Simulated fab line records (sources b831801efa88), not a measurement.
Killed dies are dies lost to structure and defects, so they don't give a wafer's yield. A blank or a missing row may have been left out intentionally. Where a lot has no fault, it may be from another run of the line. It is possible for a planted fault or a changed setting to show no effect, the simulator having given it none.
Matching of chambers    flow sky130    4 sister chambers for SKY_VIA1_CMP_24 on cmp-02
The step polishes, stops on SiO2, t overpolish 15 s, target thk 0 nm. 8 wafers are shown with their chamber, then 8 later ones without.

WAFERS WITH THEIR CHAMBER
wafer   chamber  motor_current_A (A)  time_to_endpoint_s (s)
L114.1  0        13.0                 58
L114.4  1        11.6                 68
L115.5  3        11.3                 63
L115.6  2        11.0                 71
L116.2  1        11.3                 67
L116.5  0        13.5                 62
L116.6  3        11.4                 64
L119.1  2        10.2                 62

WAFERS WITHOUT THEIR CHAMBER
wafer   motor_current_A (A)  time_to_endpoint_s (s)
L119.4  12.9                 57
L119.6  10.9                 63
L126.2  10.7                 62
L126.3  13.1                 59
L126.6  13.4                 55
L131.2  11.0                 68
L131.4  10.8                 64
L131.6  11.0                 64

THE CHAMBER EACH PASSED THROUGH
wafer   from the rows above           in truth
L119.4  0                             0
L119.6  can't be placed: 3 or 2 or 1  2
L126.2  can't be placed: 2 or 3 or 1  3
L126.3  0                             0
L126.6  0                             0
L131.2  can't be placed: 2 or 1 or 3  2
L131.4  can't be placed: 2 or 3 or 1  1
L131.6  can't be placed: 3 or 2 or 1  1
Placed correctly: 3 of 8. These rows do not allow placing 5 (true chamber among the candidates in 5). Number placed wrongly: 0.
How it was worked out, from the rows above alone: a wafer's distance from a chamber is the root of the sum, over the readings, of the square of ((its reading less the chamber's mean) divided by the reading's scatter). The wafer belongs to the nearest chamber; if the next one is less than 2 further off, it can't be placed. For every chamber, the mean is computed from those of its wafers that are shown. How the scatter is found: for the shown wafers, subtract from each reading the mean of its chamber, square and add these, divide the total by (wafers less chambers), then take the root.
